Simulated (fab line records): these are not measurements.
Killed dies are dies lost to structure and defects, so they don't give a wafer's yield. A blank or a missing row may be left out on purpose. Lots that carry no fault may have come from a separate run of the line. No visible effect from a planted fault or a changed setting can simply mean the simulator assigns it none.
Code-filled problem report in 8D (eight disciplines) form :: flow gf180mcu :: the parts of the form that need people (team, actions taken, sign-off) are left out

1. WHAT IS WRONG
GF_TOP_METAL_METAL_ETCH_16, chamber_pressure_mTorr: mean 9.594 mTorr over 1 wafer from 1 lot; wafers with no fault: 8.000 mTorr, standard deviation 0.0073. That is +99 or more standard deviations from the usual mean.
The step: etches the open film in Cl2/BCl3, stops on SiO2, target depth 1197 nm, time 199.5 s.
The first sign was on wafer L421.3 at day 30 08:08, on rie_metal-02. The record has a number at this step for 15 wafers belonging to 5 lots. Rule for "out", or "out of limits": more than 4 standard deviations from the usual mean. All remaining wafers that have a number are taken as sound.

2. WHAT IT IS; WHAT IT IS NOT
question: which readings at this step
is: chamber_pressure_mTorr
is not: drypump_motor_current_A, he_backside_leak_sccm, oes_product_au, throttle_valve_pct

question: which lots
is: L421
is not: L415, L418, L429, L437

question: which wafers of those lots
is: L421.3
is not: L421.2, L421.6

question: read on which tools
is: rie_metal-02
is not: rie_metal-01, rie_metal-03

question: when
is: from day 30 08:08
is not: up to then (8 sound wafers); but 6 sound wafers of L429, L437 came after

3. SUSPECTS, AND WHAT RULES EACH OUT
Counting: if a tool at a process step up to the reading ran every lot that is out, it stays a suspect. Sound lots after the first of them don't rule it out here, since some wafers of a struck lot are sound.
- pvd_sputter-03 at GF_TOP_METAL_SPUTTER_04 (material TiN, target thk 25 nm, time 20.8 s): kept. It ran the lot that is out, L421 (day 29 13:09).
- rie_metal-02 at GF_TOP_METAL_METAL_ETCH_16 (etches the open film in Cl2/BCl3, stops on SiO2, target depth 1197 nm, time 199.5 s): kept. L421, the lot that is out, went through it at day 30 08:08; up to then, the latest sound lot through it was L418 at day 29 11:11. Its own chamber_pressure_mTorr readings are out on those wafers.
- Within rie_metal-02 at GF_TOP_METAL_METAL_ETCH_16, the wafers that are out were processed in chamber 0 and their sound lot-mates in chamber 1.
Left after counting: pvd_sputter-03 at GF_TOP_METAL_SPUTTER_04, rie_metal-02 at GF_TOP_METAL_METAL_ETCH_16.

4. THE CAUSE (what the simulator had put in)
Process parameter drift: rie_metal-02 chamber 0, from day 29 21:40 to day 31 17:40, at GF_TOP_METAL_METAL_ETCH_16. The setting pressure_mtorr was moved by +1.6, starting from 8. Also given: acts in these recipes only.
This tool is one of the 2 suspects left after counting.

5. THE CHAIN OF EFFECTS, in route order
Each row: a reading where the mean over the struck wafers with a number is more than 3 standard deviations away from the usual. Readings are gone through only where the record gives a usual standard deviation; hours: the median, over the lots, of the time from a lot's start at the first step in this table giving one to that lot's start at this step; sigmas: the change measured in usual standard deviations.
hours: 0
step: GF_TOP_METAL_METAL_ETCH_16
reading: chamber_pressure_mTorr
usual: 8.000 mTorr
on struck wafers: 9.594
change: +1.594
sigmas: +99 or more
Process steps it contains:
- GF_TOP_METAL_METAL_ETCH_16: etches the open film in Cl2/BCl3, stops on SiO2, target depth 1197 nm, time 199.5 s.

6. WHAT WOULD HAVE CAUGHT IT SOONER
The fault began at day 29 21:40; the first out-of-limits reading in this record came at day 30 08:08, 10 hours later.
